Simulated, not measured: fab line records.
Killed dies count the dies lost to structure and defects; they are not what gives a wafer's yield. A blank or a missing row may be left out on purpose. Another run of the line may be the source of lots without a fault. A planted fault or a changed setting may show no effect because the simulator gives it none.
fab line records	flow gf180mcu	part 1 of 2: steps 1 to 32 of 44
record: lots: 5	wafers: 15	last_day: 32
route steps=602 shown LVPWELL@61 MVSD@66 MVPSD@78 VT_IMPLANT@90
lots untouched by any fault: they come from a run of this same line in which no faults occurred
start_h: the number of hours between the record's first day and the start of the first shown wafer of the lot	wait_h: hours from the lot's prior step to this one	" unchanged from the row above	L1.1+2: a single row standing in for several wafers	- value missing, or start not given	* or withheld: withheld	< > ~ a bound
route shown NAME@n: NAME is a module with steps in the file, n the number in the route of the first one	usual: average and standard deviation across the fault-free wafers	same: alike in all rows	chamber/n: place in a boat	sites: each site's reading	_std_site: the standard deviation of these	_edge_site: outer sites' mean less inner sites'	radius_mm: for every site, how far away it sits from the centre of the wafer	mask NAME#n: copy n	behind: tool/chamber where the wafer was last shaped	hold: why the lot went on hold/how many hours it stayed there/how the hold came to an end	device: the transistor (n, p or np) that didn't switch	end of line: the route-end tests of the same wafers	where a step has no rows: the recipe by itself	killed: dies that structure and defects cost at the first sort, which is not the same as the wafer's yield	map: dies across one wafer; x = killed, . = not, _ = none there
set.NAME: setting as actually run; set.NAME@STEP: the setting as run at that earlier step	model.NAME: the simulator's own value behind a step, which no gauge read
lots at selected steps of the route; one table per step, one row per wafer
services: a tool's chamber out of use, with start hour (start_h, from the record's first day; less than 0 if before it), hours out, and reason
== steps ==
step: GF_LVPWELL_OVL_MEAS_07
usual: LVPWELL_OVL: -0.4/1.7
lot.wafer	tool	chamber	start_h	wait_h	LVPWELL_OVL[nm]
L075.1	overlay-01	-	73.28	-	1.5
L075.2	"	-	"	"	2.4
L075.3	"	-	"	"	1.3
L078.2	overlay-02	-	92.68	-	-2.4
L078.3	"	-	"	"	-2.6
L078.6	"	-	"	"	-1.7
L081.1	overlay-01	-	110.93	-	-1.0
L081.3	"	-	"	"	1.4
L081.5	"	-	"	"	0.7
L084.2	overlay-02	-	124.57	-	-2.8
L084.3	"	-	"	"	-2.6
L084.5	"	-	"	"	-4.2
L086.1	overlay-02	-	135.48	-	-1.5
L086.4	"	-	"	"	-2.7
L086.6	"	-	"	"	-2.3
step: GF_LVPWELL_IMPLANT_08
recipe: species: B	energy_kev: 170	dose_cm2: 1.5e+13	tilt_deg: 0
usual: beam_on_s: 10.02/0.22
lot.wafer	tool	chamber	start_h	wait_h	beam_on_s
L075.1	implanter-04	0	73.31	0.0	10.10
L075.2	"	0	"	"	10.28
L075.3	"	0	"	"	10.04
L078.2	implanter-03	0	92.74	0.0	10.26
L078.3	"	0	"	"	10.27
L078.6	"	0	"	"	9.77
L081.1	implanter-03	0	110.97	0.0	10.04
L081.3	"	0	"	"	9.74
L081.5	"	0	"	"	10.02
L084.2	implanter-02	0	124.63	0.0	10.14
L084.3	"	0	"	"	9.94
L084.5	"	0	"	"	9.78
L086.1	implanter-04	0	135.51	0.0	9.80
L086.4	"	0	"	"	10.32
L086.6	"	0	"	"	9.65
step: GF_LVPWELL_IMPLANT_09
recipe: species: B	energy_kev: 60	dose_cm2: 5e+12	tilt_deg: 0
usual: beam_on_s: 9.99/0.2
lot.wafer	tool	chamber	start_h	wait_h	beam_on_s
L075.1	implanter-04	0	73.46	0.1	9.67
L075.2	"	0	"	"	10.15
L075.3	"	0	"	"	10.22
L078.2	implanter-03	0	92.89	0.1	9.96
L078.3	"	0	"	"	10.01
L078.6	"	0	"	"	10.20
L081.1	implanter-03	0	111.12	0.1	9.81
L081.3	"	0	"	"	10.06
L081.5	"	0	"	"	9.99
L084.2	implanter-02	0	124.78	0.1	9.97
L084.3	"	0	"	"	9.98
L084.5	"	0	"	"	9.89
L086.1	implanter-04	0	135.66	0.1	10.10
L086.4	"	0	"	"	10.24
L086.6	"	0	"	"	10.23
step: GF_LVPWELL_STRIP_10
recipe: chemistry: O2/N2	power_w: 1400	pressure_mtorr: 1500	platen_temp_c: 250	o2_flow_sccm: 3000	n2_flow_sccm: 300	overash_fraction: 0.5
usual: drypump_motor_current_A: 5.7/0.31	heater_power_w: 347/57	oes_product_au: 0.722/0.0048	strip_time_to_endpoint_s: 37.01/0.12
lot.wafer	tool	chamber	start_h	wait_h	drypump_motor_current_A	heater_power_w	oes_product_au	rf_hours_counter_h	strip_time_to_endpoint_s
L075.1	plasma_asher-03	0	73.61	0.1	5.8	326	0.721	29	37.15
L075.2	"	1	"	"	5.5	328	0.718	29	37.20
L075.3	"	0	"	"	5.8	333	0.721	-	37.30
L078.2	plasma_asher-03	0	93.01	0.1	5.8	329	0.724	31	37.08
L078.3	"	0	"	"	5.8	338	0.720	-	37.07
L078.6	"	1	"	"	5.5	322	0.710	-	37.04
L081.1	plasma_asher-03	1	111.27	0.1	5.5	315	0.720	33	36.90
L081.3	"	0	"	"	5.8	337	0.719	-	37.01
L081.5	"	0	"	"	5.8	324	0.718	-	36.95
L084.2	plasma_asher-01	0	124.90	0.1	5.6	472	0.720	46	36.94
L084.3	"	1	"	"	6.2	330	0.724	-	37.04
L084.5	"	1	"	"	6.2	339	0.717	-	36.90
L086.1	plasma_asher-01	0	135.81	0.1	5.6	478	0.716	47	37.00
L086.4	"	1	"	"	6.2	345	0.719	-	37.02
L086.6	"	1	"	"	6.2	335	0.727	-	37.05
step: GF_LVPWELL_TW_MEAS_11
usual: LVPWELL_TW: 563.2/2.5
lot.wafer	tool	chamber	start_h	wait_h	LVPWELL_TW
L075.1	film_metro-02	-	73.71	0.1	562.6
L075.2	"	-	"	"	564.2
L075.3	"	-	"	"	562.7
L078.2	film_metro-02	-	93.12	0.1	562.5
L078.3	"	-	"	"	564.1
L078.6	"	-	"	"	561.1
L081.1	film_metro-03	-	111.37	0.1	564.6
L081.3	"	-	"	"	563.6
L081.5	"	-	"	"	564.8
L084.2	film_metro-03	-	125.01	0.1	566.0
L084.3	"	-	"	"	566.2
L084.5	"	-	"	"	566.2
L086.1	film_metro-02	-	135.91	0.1	564.5
L086.4	"	-	"	"	561.2
L086.6	"	-	"	"	562.9
step: GF_MVSD_DEHYDRATE_00
recipe: temp_c: 200	time_s: 60
lot.wafer	tool	chamber	start_h	wait_h
L075.1+2+3	litho_track-02	0	79.84	6.1
L078.2+3+6	litho_track-01	0	98.89	5.8
L081.1+3+5	litho_track-01	0	117.57	6.2
L084.2+3+5	litho_track-02	0	131.62	6.6
L086.1+4+6	litho_track-02	0	143.19	7.3
step: GF_MVSD_HMDS_01
recipe: prime_time_s: 60	prime_temp_c: 120
lot.wafer	tool	chamber	start_h	wait_h
L075.1+2+3	litho_track-02	0	79.99	0.1
L078.2+3+6	litho_track-01	0	99.04	0.1
L081.1+3+5	litho_track-01	0	117.72	0.1
L084.2+3+5	litho_track-02	0	131.77	0.1
L086.1+4+6	litho_track-02	0	143.34	0.1
step: GF_MVSD_COAT_02
recipe: spin_rpm: 2000	resist_thk_nm: 3000
lot.wafer	tool	chamber	start_h	wait_h
L075.1+2+3	litho_track-02	0	80.14	0.1
L078.2+3+6	litho_track-01	0	99.19	0.1
L081.1+3+5	litho_track-01	0	117.87	0.1
L084.2+3+5	litho_track-02	0	131.92	0.1
L086.1+4+6	litho_track-02	0	143.49	0.1
step: GF_MVSD_SOFTBAKE_03
recipe: temp_c: 110	time_s: withheld
lot.wafer	tool	chamber	start_h	wait_h
L075.1+2+3	litho_track-02	0	80.29	0.1
L078.2+3+6	litho_track-01	0	99.35	0.1
L081.1+3+5	litho_track-01	0	118.02	0.1
L084.2+3+5	litho_track-02	0	132.08	0.1
L086.1+4+6	litho_track-02	0	143.64	0.1
step: GF_MVSD_EXPOSE_04
recipe: mask_id: MVSD	target_cd_nm: 1000	na: 0.6	source_shape: conventional	sigma_outer: 0.6	dose_mj: 260
usual: reticle_temp_C: 22.99/0.1
lot.wafer	tool	chamber	start_h	wait_h	mask	reticle_temp_C
L075.1	iline_stepper-02	0	-	-	MVSD#0	22.93
L075.2	"	0	"	"	MVSD#0	22.87
L075.3	"	0	"	"	MVSD#0	23.14
L078.2	iline_stepper-01	0	-	-	MVSD#0	23.02
L078.3	"	0	"	"	MVSD#0	22.97
L078.6	"	0	"	"	MVSD#0	22.94
L081.1	iline_stepper-01	0	-	-	MVSD#0	22.95
L081.3	"	0	"	"	MVSD#0	23.02
L081.5	"	0	"	"	MVSD#0	23.08
L084.2	iline_stepper-01	0	-	-	MVSD#0	23.05
L084.3	"	0	"	"	MVSD#0	22.95
L084.5	"	0	"	"	MVSD#0	23.01
L086.1	iline_stepper-01	0	-	-	MVSD#0	23.07
L086.4	"	0	"	"	MVSD#0	22.95
L086.6	"	0	"	"	MVSD#0	23.06
step: GF_MVSD_PEB_05
recipe: temp_c: 115	time_s: withheld
lot.wafer	tool	chamber	start_h	wait_h
L075.1+2+3	litho_track-01	0	-	-
L078.2+3+6	litho_track-04	0	-	-
L081.1+3+5	litho_track-01	0	-	-
L084.2+3+5	litho_track-02	0	-	-
L086.1+4+6	litho_track-01	0	-	-
step: GF_MVSD_DEVELOP_06
recipe: wall_angle_deg: 90	develop_time_s: 60	dev_temp_c: 23
lot.wafer	tool	chamber	start_h	wait_h
L075.1+2+3	litho_track-01	0	-	-
L078.2+3+6	litho_track-04	0	-	-
L081.1+3+5	litho_track-01	0	-	-
L084.2+3+5	litho_track-02	0	-	-
L086.1+4+6	litho_track-01	0	-	-
step: GF_MVSD_OVL_MEAS_07
usual: MVSD_OVL: 0.5/1
lot.wafer	tool	chamber	start_h	wait_h	MVSD_OVL[nm]
L075.1	overlay-01	-	86.57	-	0.8
L075.2	"	-	"	"	2.4
L075.3	"	-	"	"	0.6
L078.2	overlay-01	-	106.18	-	1.2
L078.3	"	-	"	"	-1.7
L078.6	"	-	"	"	0.8
L081.1	overlay-02	-	125.67	-	-1.0
L081.3	"	-	"	"	0.3
L081.5	"	-	"	"	-0.6
L084.2	overlay-01	-	140.00	-	0.6
L084.3	"	-	"	"	-0.2
L084.5	"	-	"	"	-0.2
L086.1	overlay-02	-	151.22	-	1.0
L086.4	"	-	"	"	-0.8
L086.6	"	-	"	"	-0.1
step: GF_MVSD_IMPLANT_08
recipe: species: P	energy_kev: 400	dose_cm2: 1.6e+13	tilt_deg: 0
usual: beam_on_s: 10.03/0.19
lot.wafer	tool	chamber	start_h	wait_h	beam_on_s
L075.1	implanter-02	0	86.61	0.0	10.18
L075.2	"	0	"	"	9.87
L075.3	"	0	"	"	10.19
L078.2	implanter-04	0	106.24	0.0	9.76
L078.3	"	0	"	"	9.85
L078.6	"	0	"	"	10.16
L081.1	implanter-01	0	125.70	0.0	10.27
L081.3	"	0	"	"	9.81
L081.5	"	0	"	"	10.35
L084.2	implanter-04	0	140.05	0.0	10.00
L084.3	"	0	"	"	10.53
L084.5	"	0	"	"	9.84
L086.1	implanter-02	0	151.25	0.0	10.11
L086.4	"	0	"	"	9.93
L086.6	"	0	"	"	9.96
step: GF_MVSD_IMPLANT_09
recipe: species: P	energy_kev: 100	dose_cm2: 5e+12	tilt_deg: 0
usual: beam_on_s: 10.02/0.2
lot.wafer	tool	chamber	start_h	wait_h	beam_on_s
L075.1	implanter-02	0	86.76	0.1	9.89
L075.2	"	0	"	"	9.85
L075.3	"	0	"	"	9.89
L078.2	implanter-04	0	106.39	0.1	9.98
L078.3	"	0	"	"	10.02
L078.6	"	0	"	"	9.80
L081.1	implanter-01	0	125.85	0.1	10.25
L081.3	"	0	"	"	10.23
L081.5	"	0	"	"	10.05
L084.2	implanter-04	0	140.20	0.1	9.81
L084.3	"	0	"	"	9.91
L084.5	"	0	"	"	9.79
L086.1	implanter-02	0	151.40	0.1	10.10
L086.4	"	0	"	"	9.66
L086.6	"	0	"	"	10.21
step: GF_MVSD_STRIP_10
recipe: chemistry: O2/N2	power_w: 1400	pressure_mtorr: 1500	platen_temp_c: 250	o2_flow_sccm: 3000	n2_flow_sccm: 300	overash_fraction: 0.5
usual: drypump_motor_current_A: 5.72/0.29	heater_power_w: 367/59	oes_product_au: 0.722/0.0041	strip_time_to_endpoint_s: 36.96/0.093
lot.wafer	tool	chamber	start_h	wait_h	drypump_motor_current_A	heater_power_w	oes_product_au	rf_hours_counter_h	strip_time_to_endpoint_s
L075.1	plasma_asher-01	0	86.91	0.1	5.55	462	0.721	42	36.89
L075.2	"	1	"	"	6.17	337	0.723	42	36.77
L075.3	"	0	"	"	5.54	469	0.719	-	36.85
L078.2	plasma_asher-04	1	106.51	0.1	5.37	360	0.727	43	36.96
L078.3	"	1	"	"	5.38	351	0.723	-	36.92
L078.6	"	1	"	"	5.37	361	0.719	-	36.90
L081.1	plasma_asher-03	1	126.00	0.1	5.49	324	0.725	35	36.95
L081.3	"	1	"	"	5.53	316	0.719	-	36.95
L081.5	"	1	"	"	5.50	324	0.725	-	36.95
L084.2	plasma_asher-04	0	140.33	0.1	5.65	318	0.725	2	36.77
L084.3	"	1	"	"	5.41	373	0.722	-	36.97
L084.5	"	1	"	"	5.37	378	0.718	-	36.76
L086.1	plasma_asher-04	1	151.55	0.1	5.40	384	0.727	3	36.82
L086.4	"	0	"	"	5.65	314	0.716	-	36.79
L086.6	"	1	"	"	5.39	389	0.726	-	36.90
step: GF_MVSD_TW_MEAS_11
usual: MVSD_TW: 1590/6.5
lot.wafer	tool	chamber	start_h	wait_h	MVSD_TW
L075.1	film_metro-03	-	87.01	0.1	1600
L075.2	"	-	"	"	1589
L075.3	"	-	"	"	1596
L078.2	film_metro-02	-	106.62	0.1	1578
L078.3	"	-	"	"	1578
L078.6	"	-	"	"	1581
L081.1	film_metro-03	-	126.10	0.1	1598
L081.3	"	-	"	"	1601
L081.5	"	-	"	"	1597
L084.2	film_metro-03	-	140.44	0.1	1591
L084.3	"	-	"	"	1595
L084.5	"	-	"	"	1598
L086.1	film_metro-02	-	151.65	0.1	1584
L086.4	"	-	"	"	1594
L086.6	"	-	"	"	1590
step: GF_MVPSD_DEHYDRATE_00
recipe: temp_c: 200	time_s: 60
lot.wafer	tool	chamber	start_h	wait_h
L075.1+2+3	litho_track-04	0	93.63	6.6
L078.2+3+6	litho_track-02	0	112.82	6.2
L081.1+3+5	litho_track-02	0	132.24	6.1
L084.2+3+5	litho_track-02	0	147.62	7.2
L086.1+4+6	litho_track-03	0	159.38	7.7
step: GF_MVPSD_HMDS_01
recipe: prime_time_s: 60	prime_temp_c: 120
lot.wafer	tool	chamber	start_h	wait_h
L075.1+2+3	litho_track-04	0	93.78	0.1
L078.2+3+6	litho_track-02	0	112.97	0.1
L081.1+3+5	litho_track-02	0	132.39	0.1
L084.2+3+5	litho_track-02	0	147.77	0.1
L086.1+4+6	litho_track-03	0	159.53	0.1
step: GF_MVPSD_COAT_02
recipe: spin_rpm: 2000	resist_thk_nm: 3000
lot.wafer	tool	chamber	start_h	wait_h
L075.1+2+3	litho_track-04	0	93.93	0.1
L078.2+3+6	litho_track-02	0	113.12	0.1
L081.1+3+5	litho_track-02	0	132.54	0.1
L084.2+3+5	litho_track-02	0	147.92	0.1
L086.1+4+6	litho_track-03	0	159.68	0.1
step: GF_MVPSD_SOFTBAKE_03
recipe: temp_c: 110	time_s: withheld
lot.wafer	tool	chamber	start_h	wait_h
L075.1+2+3	litho_track-04	0	94.08	0.1
L078.2+3+6	litho_track-02	0	113.28	0.1
L081.1+3+5	litho_track-02	0	132.69	0.1
L084.2+3+5	litho_track-02	0	148.08	0.1
L086.1+4+6	litho_track-03	0	159.83	0.1
step: GF_MVPSD_EXPOSE_04
recipe: mask_id: MVPSD	target_cd_nm: 1000	na: 0.6	source_shape: conventional	sigma_outer: 0.6	dose_mj: 260
usual: reticle_temp_C: 23.01/0.1
lot.wafer	tool	chamber	start_h	wait_h	mask	reticle_temp_C
L075.1	iline_stepper-02	0	-	-	MVPSD#0	23.11
L075.2	"	0	"	"	MVPSD#0	23.05
L075.3	"	0	"	"	MVPSD#0	23.04
L078.2	iline_stepper-01	0	-	-	MVPSD#0	23.16
L078.3	"	0	"	"	MVPSD#0	23.02
L078.6	"	0	"	"	MVPSD#0	22.89
L081.1	iline_stepper-02	0	-	-	MVPSD#0	23.02
L081.3	"	0	"	"	MVPSD#0	23.03
L081.5	"	0	"	"	MVPSD#0	23.14
L084.2	iline_stepper-02	0	-	-	MVPSD#0	22.83
L084.3	"	0	"	"	MVPSD#0	23.02
L084.5	"	0	"	"	MVPSD#0	23.05
L086.1	iline_stepper-02	0	-	-	MVPSD#0	22.87
L086.4	"	0	"	"	MVPSD#0	22.97
L086.6	"	0	"	"	MVPSD#0	23.17
step: GF_MVPSD_PEB_05
recipe: temp_c: 115	time_s: withheld
lot.wafer	tool	chamber	start_h	wait_h
L075.1+2+3	litho_track-04	0	-	-
L078.2+3+6	litho_track-04	0	-	-
L081.1+3+5	litho_track-03	0	-	-
L084.2+3+5	litho_track-04	0	-	-
L086.1+4+6	litho_track-04	0	-	-
step: GF_MVPSD_DEVELOP_06
recipe: wall_angle_deg: 90	develop_time_s: 60	dev_temp_c: 23
lot.wafer	tool	chamber	start_h	wait_h
L075.1+2+3	litho_track-04	0	-	-
L078.2+3+6	litho_track-04	0	-	-
L081.1+3+5	litho_track-03	0	-	-
L084.2+3+5	litho_track-04	0	-	-
L086.1+4+6	litho_track-04	0	-	-
step: GF_MVPSD_OVL_MEAS_07
usual: MVPSD_OVL: -0.7/1.4
lot.wafer	tool	chamber	start_h	wait_h	MVPSD_OVL[nm]
L075.1	overlay-01	-	100.68	-	-0.3
L075.2	"	-	"	"	-3.0
L075.3	"	-	"	"	-2.7
L078.2	overlay-01	-	120.18	-	0.6
L078.3	"	-	"	"	2.9
L078.6	"	-	"	"	2.9
L081.1	overlay-02	-	140.63	-	-2.3
L081.3	"	-	"	"	-2.1
L081.5	"	-	"	"	-2.6
L084.2	overlay-01	-	156.03	-	-1.3
L084.3	"	-	"	"	-2.0
L084.5	"	-	"	"	-1.6
L086.1	overlay-01	-	167.97	-	-0.3
L086.4	"	-	"	"	-1.0
L086.6	"	-	"	"	-0.2
step: GF_MVPSD_IMPLANT_08
recipe: species: B	energy_kev: 170	dose_cm2: 1.5e+13	tilt_deg: 0
usual: beam_on_s: 10.02/0.2
lot.wafer	tool	chamber	start_h	wait_h	beam_on_s
L075.1	implanter-01	0	100.71	0.0	10.10
L075.2	"	0	"	"	9.73
L075.3	"	0	"	"	9.85
L078.2	implanter-03	0	120.24	0.0	9.82
L078.3	"	0	"	"	9.78
L078.6	"	0	"	"	10.69
L081.1	implanter-01	0	140.67	0.0	9.98
L081.3	"	0	"	"	10.28
L081.5	"	0	"	"	9.86
L084.2	implanter-04	0	156.09	0.0	10.39
L084.3	"	0	"	"	9.68
L084.5	"	0	"	"	10.05
L086.1	implanter-01	0	168.01	0.0	10.44
L086.4	"	0	"	"	9.84
L086.6	"	0	"	"	9.95
step: GF_MVPSD_IMPLANT_09
recipe: species: B	energy_kev: 40	dose_cm2: 5e+12	tilt_deg: 0
usual: beam_on_s: 9.99/0.21
lot.wafer	tool	chamber	start_h	wait_h	beam_on_s
L075.1	implanter-01	0	100.86	0.1	9.88
L075.2	"	0	"	"	10.23
L075.3	"	0	"	"	9.95
L078.2	implanter-03	0	120.39	0.1	10.21
L078.3	"	0	"	"	9.78
L078.6	"	0	"	"	10.17
L081.1	implanter-01	0	140.82	0.1	9.90
L081.3	"	0	"	"	9.65
L081.5	"	0	"	"	9.88
L084.2	implanter-04	0	156.24	0.1	9.75
L084.3	"	0	"	"	9.75
L084.5	"	0	"	"	9.73
L086.1	implanter-01	0	168.16	0.1	9.71
L086.4	"	0	"	"	9.85
L086.6	"	0	"	"	10.00
step: GF_MVPSD_STRIP_10
recipe: chemistry: O2/N2	power_w: 1400	pressure_mtorr: 1500	platen_temp_c: 250	o2_flow_sccm: 3000	n2_flow_sccm: 300	overash_fraction: 0.5
usual: drypump_motor_current_A: 5.7/0.32	heater_power_w: 348/52	oes_product_au: 0.722/0.0045	strip_time_to_endpoint_s: 36.95/0.094
lot.wafer	tool	chamber	start_h	wait_h	drypump_motor_current_A	heater_power_w	oes_product_au	rf_hours_counter_h	strip_time_to_endpoint_s
L075.1	plasma_asher-02	0	101.01	0.1	6.1	305	0.721	46	36.83
L075.2	"	1	"	"	5.3	326	0.726	46	36.92
L075.3	"	0	"	"	6.0	304	0.725	-	36.95
L078.2	plasma_asher-02	0	120.51	0.1	6.0	309	0.727	49	37.03
L078.3	"	1	"	"	5.3	328	0.717	-	36.83
L078.6	"	0	"	"	6.0	309	0.719	-	36.94
L081.1	plasma_asher-01	0	140.97	0.1	5.6	450	0.720	47	36.89
L081.3	"	1	"	"	6.2	335	0.718	-	36.95
L081.5	"	1	"	"	6.2	346	0.725	-	36.86
L084.2	plasma_asher-01	0	156.36	0.1	5.6	469	0.731	49	36.81
L084.3	"	0	"	"	5.6	476	0.723	-	36.87
L084.5	"	0	"	"	5.5	450	0.723	-	36.90
L086.1	plasma_asher-01	1	168.31	0.1	6.2	341	0.720	50	36.94
L086.4	"	0	"	"	5.6	460	0.718	-	36.96
L086.6	"	0	"	"	5.6	468	0.724	-	36.98
step: GF_MVPSD_TW_MEAS_11
usual: MVPSD_TW: 556.9/2.4
lot.wafer	tool	chamber	start_h	wait_h	MVPSD_TW
L075.1	film_metro-03	-	101.11	0.1	559.4
L075.2	"	-	"	"	561.0
L075.3	"	-	"	"	558.1
L078.2	film_metro-03	-	120.62	0.1	557.4
L078.3	"	-	"	"	558.5
L078.6	"	-	"	"	559.5
L081.1	film_metro-02	-	141.07	0.1	561.6
L081.3	"	-	"	"	558.6
L081.5	"	-	"	"	558.6
L084.2	film_metro-03	-	156.47	0.1	557.7
L084.3	"	-	"	"	558.8
L084.5	"	-	"	"	556.8
L086.1	film_metro-02	-	168.41	0.1	559.8
L086.4	"	-	"	"	558.4
L086.6	"	-	"	"	557.7
step: GF_VT_IMPLANT_DEHYDRATE_00
recipe: temp_c: 200	time_s: 60
lot.wafer	tool	chamber	start_h	wait_h
L075.1+2+3	litho_track-02	0	107.79	6.7
L078.2+3+6	litho_track-03	0	127.36	6.7
L081.1+3+5	litho_track-01	0	148.12	7.0
L084.2+3+5	litho_track-02	0	163.82	7.3
L086.1+4+6	litho_track-03	0	175.78	7.4
step: GF_VT_IMPLANT_HMDS_01
recipe: prime_time_s: 60	prime_temp_c: 120
lot.wafer	tool	chamber	start_h	wait_h
L075.1+2+3	litho_track-02	0	107.94	0.1
L078.2+3+6	litho_track-03	0	127.51	0.1
L081.1+3+5	litho_track-01	0	148.27	0.1
L084.2+3+5	litho_track-02	0	163.97	0.1
L086.1+4+6	litho_track-03	0	175.93	0.1
step: GF_VT_IMPLANT_COAT_02
recipe: resist: NOVOLAK	spin_rpm: 3000	resist_thk_nm: 1000
lot.wafer	tool	chamber	start_h	wait_h
L075.1+2+3	litho_track-02	0	108.09	0.1
L078.2+3+6	litho_track-03	0	127.66	0.1
L081.1+3+5	litho_track-01	0	148.42	0.1
L084.2+3+5	litho_track-02	0	164.12	0.1
L086.1+4+6	litho_track-03	0	176.08	0.1
